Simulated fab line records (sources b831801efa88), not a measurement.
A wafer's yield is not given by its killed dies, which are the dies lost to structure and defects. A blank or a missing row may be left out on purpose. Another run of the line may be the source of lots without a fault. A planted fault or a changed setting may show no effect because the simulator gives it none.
Which tool was responsible? | flow gf180mcu | 39 wafers from 13 lots sampled at 5 of the route's 602 steps

## WHAT THE GAUGES SHOWED, per wafer
GF_M4_CD_MEAS_14: the cd target is 280 nm.
lot  | measured     | on        | cd nm (nm)
L713 | day 23 08:49 | cd sem-02 | 280.5 279.8 280.8
L714 | day 23 18:42 | cd sem-01 | 281.8 280.3 280.5
L716 | day 24 20:06 | cd sem-01 | 280.6 281.3 281.0
L715 | day 25 02:28 | cd sem-01 | 281.0 280.7 280.0
L717 | day 25 15:08 | cd sem-02 | 281.4 281.2 280.4
L718 | day 26 03:18 | cd sem-02 | 278.0 278.2 277.8
L724 | day 27 16:50 | cd sem-01 | 278.7 279.8 279.4
L725 | day 27 21:55 | cd sem-02 | 279.6 279.6 278.7
L728 | day 28 21:25 | cd sem-01 | 279.5 279.9 279.8
L729 | day 28 21:44 | cd sem-01 | 280.2 279.2 280.1
L733 | day 29 21:38 | cd sem-02 | 279.1 279.9 280.5
L734 | day 30 04:08 | cd sem-02 | 280.1 281.3 280.3
L735 | day 30 09:52 | cd sem-01 | 278.8 279.1 279.6

GF_MIM_THK_MEAS_06.
lot  | measured     | on            | MIM_CVD_05_THK (nm)
L713 | day 24 10:53 | film metro-02 | 41.5 42.5 42.8
L714 | day 24 20:45 | film metro-04 | 40.9 43.1 41.6
L716 | day 25 20:37 | film metro-01 | 42.2 41.5 41.9
L715 | day 26 02:36 | film metro-01 | 42.3 41.4 41.6
L717 | day 26 14:59 | film metro-02 | 41.3 41.9 42.0
L718 | day 27 03:04 | film metro-02 | 40.7 41.6 41.7
L724 | day 28 16:07 | film metro-01 | 42.6 42.2 42.8
L725 | day 28 20:38 | film metro-04 | 42.5 47.0 42.6
L728 | day 29 19:07 | film metro-02 | 41.4 41.9 42.2
L729 | day 29 19:37 | film metro-04 | 40.9 41.2 40.6
L733 | day 30 19:20 | film metro-02 | 41.2 42.2 42.3
L734 | day 31 02:18 | film metro-02 | 42.1 43.1 42.5
L735 | day 31 07:01 | film metro-04 | 41.4 41.0 42.4

## EACH LOT AND THE TOOL THAT RAN IT (in order: tool; ch and the chambers of the sampled wafers; start)
lot  | GF_V4_CVD_23                  | GF_MIM_SPUTTER_02            | GF_MIM_CVD_05
L713 | cvd w-01 ch 0,1, day 24 10:02 | pvd sputter-01, day 24 10:44 | pecvd-04 ch 0,1,2, day 24 10:50
L714 | cvd w-02 ch 0,1, day 24 19:49 | pvd sputter-02, day 24 20:37 | pecvd-04 ch 0,2, day 24 20:42
L716 | cvd w-02 ch 0,1, day 25 19:46 | pvd sputter-03, day 25 20:29 | pecvd-03 ch 0,1,2, day 25 20:35
L715 | cvd w-01 ch 1, day 26 01:43   | pvd sputter-01, day 26 02:27 | pecvd-03 ch 0,1,2, day 26 02:33
L717 | cvd w-01 ch 0,1, day 26 14:07 | pvd sputter-02, day 26 14:51 | pecvd-03 ch 1,2, day 26 14:56
L718 | cvd w-01 ch 0,1, day 27 02:13 | pvd sputter-03, day 27 02:56 | pecvd-03 ch 0,1,2, day 27 03:02
L724 | cvd w-02 ch 0,1, day 28 15:16 | pvd sputter-01, day 28 15:59 | pecvd-02 ch 0,1, day 28 16:05
L725 | cvd w-01 ch 0,1, day 28 19:45 | pvd sputter-02, day 28 20:28 | pecvd-03 ch 0,1,2, day 28 20:35
L728 | cvd w-02 ch 0,1, day 29 18:16 | pvd sputter-01, day 29 18:59 | pecvd-04 ch 1,2, day 29 19:05
L729 | cvd w-01 ch 0,1, day 29 18:46 | pvd sputter-03, day 29 19:30 | pecvd-02 ch 0,1,2, day 29 19:35
L733 | cvd w-02 ch 1, day 30 18:29   | pvd sputter-01, day 30 19:12 | pecvd-02 ch 0,2, day 30 19:17
L734 | cvd w-02 ch 0,1, day 31 01:26 | pvd sputter-03, day 31 02:10 | pecvd-04 ch 1,2, day 31 02:16
L735 | cvd w-02 ch 0,1, day 31 06:10 | pvd sputter-02, day 31 06:53 | pecvd-04 ch 0,2, day 31 06:59
- GF_V4_CVD_23: deposits W, target thk 350 nm, time 104.9 s.
- GF_MIM_SPUTTER_02: material AlCu, target thk 450 nm, time 23.9 s.
- GF_MIM_CVD_05: deposits Si3N4, target thk 42 nm, time 29.086 s.

## AS READ BY THE TOOLS THEMSELVES (means over the sampled wafers that have a number; for cases with no such wafer, the mark the record gives instead)
GF_V4_CVD_23.
lot  | tool     | heater power w (W)
L713 | cvd w-01 | 835
L714 | cvd w-02 | 818
L716 | cvd w-02 | 803
L715 | cvd w-01 | 991
L717 | cvd w-01 | 927
L718 | cvd w-01 | 840
L724 | cvd w-02 | 768
L725 | cvd w-01 | 928
L728 | cvd w-02 | 814
L729 | cvd w-01 | 846
L733 | cvd w-02 | 712
L734 | cvd w-02 | 816
L735 | cvd w-02 | 756

GF_MIM_SPUTTER_02.
lot  | tool           | throttle valve pct (%)
L713 | pvd sputter-01 | 30.0
L714 | pvd sputter-02 | 29.9
L716 | pvd sputter-03 | 30.1
L715 | pvd sputter-01 | 31.7
L717 | pvd sputter-02 | 29.4
L718 | pvd sputter-03 | 29.9
L724 | pvd sputter-01 | 31.3
L725 | pvd sputter-02 | 29.7
L728 | pvd sputter-01 | 30.1
L729 | pvd sputter-03 | 29.9
L733 | pvd sputter-01 | 30.1
L734 | pvd sputter-03 | 30.3
L735 | pvd sputter-02 | 29.6

GF_MIM_CVD_05.
lot  | tool     | heater power w (W)
L713 | pecvd-04 | 658
L714 | pecvd-04 | 673
L716 | pecvd-03 | 605
L715 | pecvd-03 | 636
L717 | pecvd-03 | 692
L718 | pecvd-03 | 620
L724 | pecvd-02 | 777
L725 | pecvd-03 | 659
L728 | pecvd-04 | 582
L729 | pecvd-02 | 749
L733 | pecvd-02 | 698
L734 | pecvd-04 | 599
L735 | pecvd-04 | 596

## THE ANSWER, worked out from the rows above alone
Rule: usual is defined by the lots themselves. The widest of any qualifying gaps counts: lots, ordered by their means at a reading, are off when they make up no more than a third of the lots, leave a main group of 4 or more, and stand apart from it by 3 or more times the standard deviation of that group's means. A main group is skipped when, at the precision printed for the reading in the tables above, its means are all equal. Also off: a lot with no number at a reading for which 4 or more lots have one. Any other lot the step has rows for is counted as sound. After the gauges, taken in route order, come the tools' own readings; for these a lot's mean is taken, as printed above. At the first step where some lot is off, the reading lying furthest off is the one used; lots without a number count as furthest.
Off: L725, seen at GF_MIM_THK_MEAS_06 (MIM_CVD_05_THK). The main group has a mean of 41.8 nm with a standard deviation of 0.45.
A tool fits if, at a process step before that reading, it ran every lot that is off, and no sound lot after the first of them. Those tools and the gauges at GF_MIM_THK_MEAS_06 are tried in the same way. One candidate fits, namely pecvd-03 at GF_MIM_CVD_05. Its last sound lot is L718 (day 27 03:02), its first lot that is off L725 (day 28 20:35): a fault that began between those two fits.

## WHAT THE SIMULATOR HAD INSERTED
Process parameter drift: pecvd-03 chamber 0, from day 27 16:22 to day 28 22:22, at GF_MIM_CVD_05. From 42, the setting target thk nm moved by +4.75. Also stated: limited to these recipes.
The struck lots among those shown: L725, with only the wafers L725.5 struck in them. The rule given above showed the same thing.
